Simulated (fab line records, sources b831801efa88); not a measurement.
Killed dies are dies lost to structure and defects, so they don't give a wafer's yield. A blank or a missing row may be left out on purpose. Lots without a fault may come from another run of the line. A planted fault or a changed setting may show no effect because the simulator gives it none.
Which tool did it? | flow sky130 | 15 lots, 45 wafers sampled, at 2 steps of a route of 708

WHAT THE GAUGES READ, wafer by wafer
The record holds no reading of a measuring or inspecting step that can be judged against a usual standard deviation.

WHICH TOOL RAN EACH LOT (tool, then ch and the chambers of the sampled wafers, then the start)
lot  | SKY_METAL4_SPUTTER_02        | SKY_PAD_OPEN_PROBE_99
L260 | pvd_sputter-01, day 39 18:21 | prober-02, day 45 21:34
L261 | pvd_sputter-02, day 40 02:37 | -
L262 | pvd_sputter-01, day 40 12:33 | -
L263 | pvd_sputter-02, day 41 00:53 | -
L264 | pvd_sputter-02, day 41 08:00 | -
L266 | pvd_sputter-01, day 41 16:08 | -
L265 | pvd_sputter-02, day 41 17:53 | prober-02, day 47 12:31
L267 | pvd_sputter-04, day 42 00:25 | prober-01, day 47 17:42
L269 | pvd_sputter-01, day 42 12:21 | prober-02, day 48 05:01
L275 | pvd_sputter-01, day 44 16:11 | -
L276 | pvd_sputter-02, day 44 20:28 | prober-02, day 49 21:37
L277 | pvd_sputter-01, day 44 20:32 | prober-01, day 49 22:36
L279 | pvd_sputter-02, day 45 14:39 | prober-01, day 50 11:10
L280 | pvd_sputter-04, day 45 15:12 | prober-02, day 50 12:49
L281 | pvd_sputter-02, day 45 21:54 | -
- SKY_METAL4_SPUTTER_02: material AlCu, target thk 735 nm, time 39.1 s.
- SKY_PAD_OPEN_PROBE_99

WHAT THE TOOLS THEMSELVES READ (means of the sampled wafers that have a number; where no wafer has one, the mark that the record gives instead)
SKY_METAL4_SPUTTER_02. Usual: cathode_dc_power_W 10600 W, standard deviation 1.9; chamber_pressure_pa 0.3998 Pa, standard deviation 0.00087; throttle_valve_pct 30.4 %, standard deviation 0.77.
lot  | tool           | cathode_dc_power_W (W) | chamber_pressure_pa (Pa) | throttle_valve_pct (%) | flag
L260 | pvd_sputter-01 | 10601                  | 0.4001                   | 29.9                   |
L261 | pvd_sputter-02 | 10599                  | 0.3998                   | 30.6                   |
L262 | pvd_sputter-01 | 10601                  | 0.3999                   | 29.9                   |
L263 | pvd_sputter-02 | 10598                  | 0.4000                   | 30.5                   |
L264 | pvd_sputter-02 | 10599                  | 0.4007                   | 30.6                   |
L266 | pvd_sputter-01 | 10601                  | 0.4002                   | 30.2                   |
L265 | pvd_sputter-02 | -                      | -                        | -                      | OFF
L267 | pvd_sputter-04 | -                      | -                        | -                      | OFF
L269 | pvd_sputter-01 | -                      | -                        | -                      | OFF
L275 | pvd_sputter-01 | 10601                  | 0.3992                   | 29.9                   |
L276 | pvd_sputter-02 | 10600                  | 0.3994                   | 30.2                   |
L277 | pvd_sputter-01 | 10600                  | 0.3998                   | 30.0                   |
L279 | pvd_sputter-02 | 10600                  | 0.3999                   | 30.1                   |
L280 | pvd_sputter-04 | 10599                  | 0.4005                   | 30.7                   |
L281 | pvd_sputter-02 | 10599                  | 0.4006                   | 30.7                   |

SKY_PAD_OPEN_PROBE_99. Usual: defect_limited_yield 82.6 %, standard deviation 1.9; killed_at_M0_to_M3 42, standard deviation 7; killed_at_M4_up 3.2, standard deviation 1.6; killed_at_contacts 24, standard deviation 5.8; killed_at_front_end 16, standard deviation 4.3; killed_at_other 0.3, standard deviation 0.62; killed_dies 86, standard deviation 9.5; killed_on_rim 17, standard deviation 3.7; killed_open 46, standard deviation 6.4; killed_short 39, standard deviation 6.3; sort_bin_3_pad_short 0.9 %, standard deviation 0.43; sort_bin_5_function 10.5 %, standard deviation 1.4; sort_bin_6_memory 6.1 %, standard deviation 1.2; sort_n_pass 406, standard deviation 9.5; sort_yield_pct 82.6 %, standard deviation 1.9.
lot  | tool      | defect_limited_yield (%) | killed_at_M0_to_M3 | killed_at_M4_up | killed_at_contacts | killed_at_front_end | killed_at_other | killed_dies | killed_on_rim | killed_open | killed_short | sort_bin_3_pad_short (%) | sort_bin_5_function (%) | sort_bin_6_memory (%) | sort_n_pass | sort_yield_pct (%) | flag
L260 | prober-02 | 83.4                     | 40                 | 2.3             | 23                 | 16                  | 0.0             | 82          | 15            | 46          | 36           | 0.8                      | 10.5                    | 5.3                   | 410         | 83.4               |
L265 | prober-02 | 0.0                      | 41                 | 403.7           | 31                 | 16                  | 0.0             | 492         | 96            | 50          | 43           | 1.3                      | 93.1                    | 5.6                   | 0           | 0.0                | OFF
L267 | prober-01 | 0.0                      | 38                 | 416.3           | 25                 | 13                  | 0.0             | 492         | 96            | 45          | 34           | 0.9                      | 94.0                    | 5.1                   | 0           | 0.0                | OFF
L269 | prober-02 | 0.0                      | 45                 | 408.0           | 25                 | 13                  | 0.7             | 492         | 96            | 47          | 41           | 0.9                      | 92.2                    | 7.0                   | 0           | 0.0                | OFF
L276 | prober-02 | 83.0                     | 45                 | 3.0             | 21                 | 14                  | 0.3             | 84          | 15            | 46          | 38           | 0.9                      | 10.4                    | 5.7                   | 408         | 83.0               |
L277 | prober-01 | 83.4                     | 41                 | 2.3             | 25                 | 13                  | 0.7             | 82          | 17            | 44          | 37           | 0.7                      | 10.2                    | 5.7                   | 410         | 83.4               |
L279 | prober-01 | 82.7                     | 39                 | 3.7             | 25                 | 17                  | 0.0             | 85          | 15            | 49          | 36           | 0.5                      | 10.1                    | 6.7                   | 407         | 82.7               |
L280 | prober-02 | 83.4                     | 43                 | 2.3             | 18                 | 18                  | 0.3             | 82          | 18            | 44          | 38           | 0.3                      | 10.6                    | 5.8                   | 410         | 83.4               |

THE ANSWER, worked out from the rows above alone
Rule: a lot is off if the mean of its wafers that have a number lies more than 3 standard deviations from the usual mean. A lot without any number at a reading at which 4 lots or more have one is off too. The other lots that the step has rows for count as sound. The gauges are gone through in route order, then the tools' own readings, and for those a lot's mean is taken as printed above. The first step at which some lot is off is used, and at that step the reading that is off furthest; a lot without a number counts as furthest.
Off: L265, L267, L269, at SKY_METAL4_SPUTTER_02 (cathode_dc_power_W). Without a number there: L265, L267, L269.
A tool fits if, at that step or a process step before it, it ran every lot that is off, and no sound lot after the first of them. None of those tried fits.

WHAT THE SIMULATOR HAD PUT IN
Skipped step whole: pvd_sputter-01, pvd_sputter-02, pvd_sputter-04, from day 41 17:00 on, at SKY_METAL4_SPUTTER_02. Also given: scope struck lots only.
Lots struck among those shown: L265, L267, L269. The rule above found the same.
